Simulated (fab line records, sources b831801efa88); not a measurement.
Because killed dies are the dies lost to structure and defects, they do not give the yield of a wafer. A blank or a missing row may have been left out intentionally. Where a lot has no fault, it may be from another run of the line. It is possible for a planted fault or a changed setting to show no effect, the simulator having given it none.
A struck lot beside a sound one | flow sky130 | 35 out of 708 route steps
Sound: the wafers L322.1, L322.5, L322.6. Wafers struck: L335.2, L335.3, L335.5. Last of all comes the cause.
Each step with rows lists, per side, the tool, then ch with its chambers, then its first start. Under that, the readings that differ: sound wafers | struck wafers | difference of the means | sigmas: that difference in standard deviations of wafers without a fault.
alike: readings with means less than 2 such deviations apart, plus words and numbers identical on both sides. not compared: withheld readings, readings lacking a value on some wafer, bounds such as >300 that could conceal the same value, and numbers that have no deviation in the record and whose values overlap.
The two part at a step that has a row with sigmas, a row that says differs or no value, or rows on one side only. When numbers do not overlap yet have no deviation, they are printed without sigmas and do not part them. Lack of a reading on every wafer of one side parts them only where that side has two or more wafers.

first, 1 step without rows for these wafers: SKY_METAL1_DEVELOP_14 (develop time 60 s).
SKY_METAL1_CD_MEAS_15: the cd target is 140 nm.
  sound on cdSem-02 at day 33 20:40; struck on cdSem-01 at day 38 04:44
  alike: cdNm
SKY_METAL1_OVL_MEAS_16:
  sound on overlay-01 at day 33 20:47; struck on overlay-01 at day 38 04:50
  alike: METAL1_OVL
SKY_METAL1_DESCUM_17: chemistry O2, time 8 s.
  sound on rieMetal-03 ch 0,1, day 33 20:49; struck on rieMetal-02 ch 0,1, day 38 04:52
  alike: drypumpMotorCurrentA, oesProductAu
  not compared: rfHoursCounterH
SKY_METAL1_ETCH_18: etches BARC in N2/H2, stops on SiO2, time 45.9 s, target depth 60 nm.
  sound on rieMetal-03 ch 0,1, day 33 20:50; struck on rieMetal-02 ch 0,1, day 38 04:54
  alike: drypumpMotorCurrentA, oesProductAu, throttleValvePct
  not compared: rfHoursCounterH
then, 1 step without rows for these wafers: SKY_METAL1_METAL_ETCH_19 (etches the open film in Cl2/BCl3, stops on SiO2, target depth 360 nm, time 78 s).
SKY_METAL1_STRIP_20: strips in O2/N2.
  sound on plasmaAsher-01 ch 0,1, day 33 21:00; struck on plasmaAsher-02 ch 0,1, day 38 05:03
  alike: drypumpMotorCurrentA, oesProductAu, stripTimeToEndpointS
  not compared: rfHoursCounterH
then, 4 steps without rows for these wafers: SKY_METAL1_STRIP_21 (strips in post etch residue remover, time 1200 s); SKY_METAL1_CLEAN_22 (cleans in IPA, time 180 s); SKY_METAL1_CLEAN_23 (cleans in O3/DIW); SKY_VIA1_HDPCVD_00 (deposits SiO2, target thk 1030 nm, time 171.7 s).
SKY_VIA1_THK_MEAS_01:
  sound on filmMetro-02 at day 33 21:45; struck on filmMetro-04 at day 38 05:47
  alike: VIA1_HDPCVD_THK
SKY_VIA1_CMP_02: polishes SiO2.
  sound on cmp-02 ch 1,2,3, day 33 21:55; struck on cmp-02 ch 0,2,3, day 38 05:53
reading                                 | sound             | struck          | difference | sigmas
model.SiO2_of_VIA1_HDPCVD_00.thkNm (nm) | 345.6 345.6 346.4 | 380.3 381 380.7 | +34.8      | 
  alike: motorCurrentA
SKY_VIA1_BOW_MEAS_03:
  sound on filmMetro-02 at day 33 22:07; struck on filmMetro-04 at day 38 06:09
  alike: VIA1_BOW
then, 8 steps without rows for these wafers: SKY_VIA1_DEHYDRATE_04 (time 60 s); SKY_VIA1_HMDS_05 (prime time 60 s); SKY_VIA1_COAT_06 (resist thk 60 nm); SKY_VIA1_COAT_07 (resist thk 450 nm); SKY_VIA1_SOFTBAKE_08 (time 90 s); SKY_VIA1_EXPOSE_09 (exposes mask VIM, target cd 150 nm); SKY_VIA1_PEB_10; SKY_VIA1_DEVELOP_11 (develop time 60 s).
SKY_VIA1_CD_MEAS_12: the cd target is 150 nm.
  sound on cdSem-02 at day 35 01:29; struck on cdSem-01 at day 39 07:11
  alike: cdNm
SKY_VIA1_OVL_MEAS_13:
  sound on overlay-01 at day 35 01:37; struck on overlay-01 at day 39 07:18
  alike: VIA1_OVL
SKY_VIA1_ETCH_14: etches BARC in N2/H2, stops on SiO2, time 45.9 s, target depth 60 nm.
  sound on rieDiel-03 ch 0,2,3, day 35 01:39; struck on rieDiel-02 ch 0,1,2, day 39 07:20
  alike: drypumpMotorCurrentA, oesProductAu, throttleValvePct
  not compared: rfHoursCounterH
SKY_VIA1_ETCH_15: etches SiO2 in C4F8/O2/Ar, stops on TiN, target depth 351 nm, time 54 s.
  sound on rieDiel-03 ch 0,2,3, day 35 01:41; struck on rieDiel-02 ch 0,1,2, day 39 07:22
reading                        | sound             | struck            | difference | sigmas
oesProductAu (a.u.)            | 0.978 0.979 0.985 | 1.011 0.993 0.998 | +0.020     | +3
model.etch.depthNm (nm)        | 345.2 345.2 346.4 | 359.3 348.7 349.8 | +7.0       | 
model.VIA1.featureDepthNm (nm) | 345.2 345.2 346.4 | 359.3 348.7 349.8 | +7.0       | 
  not compared: rfHoursCounterH
then, 6 steps without rows for these wafers: SKY_VIA1_STRIP_16 (strips in O2/N2); SKY_VIA1_STRIP_17 (strips in post etch residue remover, time 1200 s); SKY_VIA1_CLEAN_18 (cleans in IPA, time 180 s); SKY_VIA1_CLEAN_19 (cleans in O3/DIW); SKY_VIA1_SPUTTER_20 (material TiN, target thk 20 nm, time 80 s); SKY_VIA1_CVD_21 (deposits W, target thk 270 nm, time 80.902 s).
SKY_VIA1_CMP_24: polishes, stops on SiO2, t overpolish 15 s, target thk 0 nm.
  sound on cmp-02 ch 0,1, day 35 02:48; struck on cmp-02 ch 0,1,2, day 39 08:58
reading                                 | sound             | struck            | difference | sigmas
model.SiO2_of_VIA1_HDPCVD_00.thkNm (nm) | 342.4 342.4 343.2 | 377.2 377.9 377.5 | +34.9      | 
  alike: motorCurrentA
SKY_METAL2_SPUTTER_00: material Ti, target thk 15 nm, time 10 s.
  sound on pvdSputter-01 at day 35 03:03; struck on pvdSputter-01 at day 39 09:10
  alike: throttleValvePct
-- the record jumps here: 11 days lie between the struck wafers' starts before and after (it left off in module METAL2 and takes up again in module PAD_OPEN, whose first step shown is number 708 of the route) --
SKY_PAD_OPEN_PROBE_99:
  sound on prober-02 at day 46 17:57; struck on prober-02 at day 49 21:14
reading                | sound          | struck         | difference | sigmas
defectLimitedYield (%) | 81.5 83.9 82.9 | 81.7 30.5 39.6 | -32.2      | -17
killed_at_M0_to_M3     | 46 37 45       | 47 308 253     | +160       | +21
killedDies             | 91 79 84       | 90 342 297     | +158       | +17
killedOnRim            | 16 24 14       | 13 43 80       | +27        | +7
  alike: killed_at_M4_up, killedAtContacts, killedAtFrontEnd, killedAtOther, killedOpen, killedShort

== WHERE THEY PART ==
Earliest at SKY_VIA1_ETCH_15; latest, in this record, at SKY_PAD_OPEN_PROBE_99.

WHY: whatever the simulator had introduced
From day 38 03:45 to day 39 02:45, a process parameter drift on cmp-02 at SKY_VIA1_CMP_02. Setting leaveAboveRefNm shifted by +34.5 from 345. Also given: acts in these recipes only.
